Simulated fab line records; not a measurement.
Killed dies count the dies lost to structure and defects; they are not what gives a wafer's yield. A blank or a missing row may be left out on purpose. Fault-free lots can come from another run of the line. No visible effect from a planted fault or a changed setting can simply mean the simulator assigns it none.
The tool behind it: which one? / flow sky130 / 6 lots with 18 wafers sampled at 2 steps, on a route of 708 steps

== WHAT EACH GAUGE READ, for each wafer ==
SKY_NWELL_RS_MEAS_29: measurement is done with a four-point probe.
lot=L352; measured=day 6 02:44; on=film-metro-03; NWELL_RS (ohm/sq)=623.0 622.2 620.9
lot=L357; measured=day 7 05:26; on=film-metro-04; NWELL_RS (ohm/sq)=624.8 623.5 624.9
lot=L360; measured=day 8 03:20; on=film-metro-01; NWELL_RS (ohm/sq)=624.1 623.7 623.0
lot=L363; measured=day 8 19:17; on=film-metro-01; NWELL_RS (ohm/sq)=623.3 620.7 621.6
lot=L366; measured=day 9 14:39; on=film-metro-01; NWELL_RS (ohm/sq)=624.9 623.6 623.0
lot=L371; measured=day 10 21:56; on=film-metro-01; NWELL_RS (ohm/sq)=613.2 613.3 612.7

== EACH LOT AND THE TOOL THAT RAN IT (in order: tool; ch and the chambers of the sampled wafers; start) ==
lot=L352; SKY_NWELL_IMPLANT_13=implanter-02 ch 0, day 5 08:16
lot=L357; SKY_NWELL_IMPLANT_13=implanter-02 ch 0, day 6 09:29
lot=L360; SKY_NWELL_IMPLANT_13=implanter-02 ch 0, day 7 06:35
lot=L363; SKY_NWELL_IMPLANT_13=implanter-03 ch 0, day 7 22:11
lot=L366; SKY_NWELL_IMPLANT_13=implanter-02 ch 0, day 8 17:17
lot=L371; SKY_NWELL_IMPLANT_13=implanter-02 ch 0, day 9 22:41
- SKY_NWELL_IMPLANT_13

== THE ANSWER, worked out from the rows above alone ==
Rule: usual is defined by the lots themselves. Put in order of their means at a reading, lots are off if they are a third of the lots or fewer, leave a main group of 4 or more, and stand apart from it by a gap of 3 or more times the standard deviation of the main group's means; of several such gaps the widest counts. Not used: any main group whose means are identical at the precision the tables above print for the reading. A lot without any number at a reading at which 4 lots or more have one is off too. The other lots that the step has rows for count as sound.
Off: L371, seen at SKY_NWELL_RS_MEAS_29 (NWELL_RS). For the main group the mean is 623.1 ohm/sq and the standard deviation 1.
If a tool, at a process step before that reading, ran all the lots that are off and no sound lot after the first of them, it fits. Gauges at SKY_NWELL_RS_MEAS_29: tried the same way as those tools. Undecided on this evidence; 2 tools fit (implanter-02 at SKY_NWELL_IMPLANT_13, film-metro-01 at SKY_NWELL_RS_MEAS_29).

== WHAT HAD BEEN PUT IN BY THE SIMULATOR ==
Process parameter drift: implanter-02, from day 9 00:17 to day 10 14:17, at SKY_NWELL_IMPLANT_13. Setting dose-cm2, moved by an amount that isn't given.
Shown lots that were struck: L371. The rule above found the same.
